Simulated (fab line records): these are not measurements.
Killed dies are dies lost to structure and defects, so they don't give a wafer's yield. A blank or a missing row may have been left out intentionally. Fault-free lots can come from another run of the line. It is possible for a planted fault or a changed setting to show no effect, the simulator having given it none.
2 desks looking at one fault | flow sky130 | each desk has only its own numbers; what lay behind them comes last

THE METROLOGY DESK
What the gauges read, lot by lot, whatever tool the lot ran on: means of the sampled wafers that have a number. A lot is out of limits, marked OUT, if its mean lies more than 4 standard deviations from the usual mean; the brackets give that distance.
Columns: A = SD_P_TW at SKY_SD_P_TW_MEAS_11, usual 2833
lot  | first seen here | A
L662 | day 26 08:55    | 2835
L664 | day 26 13:40    | 2844
L663 | day 26 14:25    | 2847
L666 | day 26 22:08    | 2847
L665 | day 27 01:56    | 2849
L674 | day 29 22:34    | 2821
L675 | day 30 14:40    | 2841
L678 | day 31 12:49    | 2826
L679 | day 31 18:12    | 2818
L680 | day 31 20:18    | 2849
L682 | day 32 17:19    | 2812
L684 | day 32 23:10    | 2816
This desk's verdict: no lot among the 12 shows anything out of limits.

THE TOOL OWNER'S DESK: pvd sputter-01
The tool's own readings at SKY_METAL3_SPUTTER_01 (material TiN, target thk 20 nm, time 16.7 s): means of the sampled wafers that have a number, for each lot that ran on this tool. A lot is out of limits, marked OUT, if its mean lies more than 4 standard deviations from the usual mean; the brackets give that distance.
Columns: A = chamber pressure pa at SKY_METAL3_SPUTTER_01, usual 0.4000 Pa; B = throttle valve pct at SKY_METAL3_SPUTTER_01, usual 29.8 %
lot  | first seen here | A                        | B
L664 | day 37 08:47    | 0.3995                   | 29.4
L663 | day 37 09:54    | 0.4000                   | 30.3
L666 | day 37 15:35    | 0.3990                   | 29.5
L674 | day 40 06:53    | 0.5527 (+99 or more) OUT | 25.5
L675 | day 40 20:19    | 0.5523 (+99 or more) OUT | 26.0
This desk's verdict: out of limits on L674, L675, starting with L674 at day 40 06:53 (chamber pressure pa at SKY_METAL3_SPUTTER_01). Within limits: L664, L663, L666.

BROUGHT TOGETHER
On L674, L675, at day 40 06:53, an alarm was possible from the tool owner's desk.
The metrology desk saw nothing out of limits.
The metrology desk holds a record of L674, L675, inside its limits.
SKY_METAL3_SPUTTER_01 was run on pvd sputter-01 by each of the lots named.

WHAT THE SIMULATOR PUT IN
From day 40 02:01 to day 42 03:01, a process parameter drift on pvd sputter-01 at SKY_METAL3_SPUTTER_01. Setting chamber pressure pa, moved by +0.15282, from 0.4. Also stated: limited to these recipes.
Lots struck among those shown: L674, L675.
Delay in hours, fault start to first out-of-limits reading, by desk: the tool owner's desk at 5.
